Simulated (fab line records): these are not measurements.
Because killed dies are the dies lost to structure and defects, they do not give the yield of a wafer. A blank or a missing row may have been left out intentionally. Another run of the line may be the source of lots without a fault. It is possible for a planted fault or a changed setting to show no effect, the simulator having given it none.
One fault seen from 2 desks    flow sky130    what lay behind the numbers comes last; until then each desk has only its own

== TOOL OWNER'S DESK, implanter-04 ==
For each lot that ran on this tool, the mean over its sampled wafers that have a number, from the tool's own readings at SKY_SD_N_IMPLANT_09. Any lot whose mean is over 4 standard deviations away from the usual mean is out of limits and marked OUT; that distance is given in the brackets.
Columns: A = dose_ions_cm2 at SKY_SD_N_IMPLANT_09, usual 4.001e+15; B = tilt_deg at SKY_SD_N_IMPLANT_09, usual 0.001 degrees
lot   first seen here  A                    B
L446  day 27 08:50     4.004e+15            0.019
L449  day 28 09:13     3.999e+15            -0.001
L450  day 28 15:10     4.006e+15            0.007
L452  day 29 20:50     4.001e+15            -0.004
L462  day 32 23:55     3.734e+15 (-62) OUT  -0.015
L464  day 33 15:22     3.737e+15 (-61) OUT  0.002
This desk's verdict: out of limits on L462, L464, starting with L462 at day 32 23:55 (dose_ions_cm2 at SKY_SD_N_IMPLANT_09). L446, L449, L450, L452: within limits.

== FROM THE METROLOGY DESK ==
Lot by lot, what the gauges showed, no matter which tool ran the lot: averages of those sampled wafers that carry a number. Any lot whose mean is over 4 standard deviations away from the usual mean is out of limits and marked OUT; that distance is given in the brackets.
Columns: A = LDD_HVN_TW at SKY_LDD_HVN_TW_MEAS_10, usual 1430; B = SD_N_RS at SKY_SD_N_RS_MEAS_16, usual 68.56 ohm/sq
lot   first seen here  A     B
L446  day 19 16:48     1444  68.46
L447  day 19 21:12     1444  68.50
L449  day 20 19:41     1447  68.68
L450  day 21 03:40     1416  68.67
L452  day 22 10:51     1438  68.59
L455  day 23 05:57     1449  68.61
L462  day 25 20:30     1406  68.95
L463  day 26 05:30     1444  68.46
L464  day 26 13:52     1451  69.14 (+5.2) OUT
L469  day 28 20:36     1448  68.68
L468  day 28 23:55     1387  68.51
This desk's finding: out of limits on L464; first on L464, day 33 16:03 (SD_N_RS at SKY_SD_N_RS_MEAS_16). L446, L447, L449, L450, L452, L455, L462, L463, L469, L468: within limits.

== BROUGHT TOGETHER ==
The tool owner's desk could have raised an alarm at day 32 23:55, on L462, L464.
L464 would have let the metrology desk raise an alarm at day 33 16:03.
The metrology desk has L462 on record, within its limits.
Every lot named ran SKY_SD_N_IMPLANT_09 on implanter-04.

== WHAT THE SIMULATOR PUT IN ==
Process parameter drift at SKY_SD_N_IMPLANT_09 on implanter-04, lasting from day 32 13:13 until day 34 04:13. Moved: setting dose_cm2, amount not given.
Struck lots among those shown: L462, L464.
Delay (hours) between the fault's onset and each desk's first out-of-limits reading: 11 at the tool owner's desk, 27 at the metrology desk.
